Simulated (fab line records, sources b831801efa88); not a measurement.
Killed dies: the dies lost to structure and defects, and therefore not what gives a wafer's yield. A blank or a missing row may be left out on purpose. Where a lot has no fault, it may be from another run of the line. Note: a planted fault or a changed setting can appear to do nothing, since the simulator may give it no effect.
Matching of chambers -- flow sky130 -- 4 sister chambers for SKY_FIELD_ISO_CMP_27 on cmp-01
The step polishes, stops on Si3N4, t overpolish 16 s, target thk 457.8 nm. 8 wafers are shown with their chamber, then 9 later ones without.

== WAFERS WITH THEIR CHAMBER ==
wafer,chamber,motor_current_A (A),time_to_endpoint_s (s)
L081.3,1,12.4,122
L081.4,0,15.4,111
L084.2,2,12.7,111
L084.4,3,11.4,114
L084.5,0,15.1,106
L087.1,3,10.5,116
L087.3,1,11.8,117
L087.5,2,12.5,113

== WAFERS WHOSE CHAMBER IS MISSING ==
wafer,motor_current_A (A),time_to_endpoint_s (s)
L089.1,13.0,112
L089.2,15.3,103
L089.4,12.0,115
L090.2,11.5,109
L090.3,13.3,108
L090.6,15.0,107
L094.1,15.5,103
L094.5,15.6,103
L094.6,11.7,114

== CHAMBER TAKEN BY EACH ==
wafer,from the rows above,in truth
L089.1,2,2
L089.2,0,0
L089.4,can't be placed: 1 or 2 or 3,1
L090.2,can't be placed: 3 or 2 or 1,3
L090.3,2,2
L090.6,0,0
L094.1,0,0
L094.5,0,0
L094.6,can't be placed: 3 or 1 or 2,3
Correctly placed: 6 of 9. Can't be placed from these rows: 3 (the true chamber is among the candidates in 3). Wrongly placed: 0.
How it was worked out, from the rows above alone: a wafer's distance from a chamber is the root of the sum, over the readings, of the square of ((its reading less the chamber's mean) divided by the reading's scatter). If the next closest chamber is less than 2 further off than the closest, the wafer can't be placed; otherwise it belongs to the closest. The mean given for a chamber averages the wafers shown for that chamber. How the scatter is found: for the shown wafers, subtract from each reading the mean of its chamber, square and add these, divide the total by (wafers less chambers), then take the root.
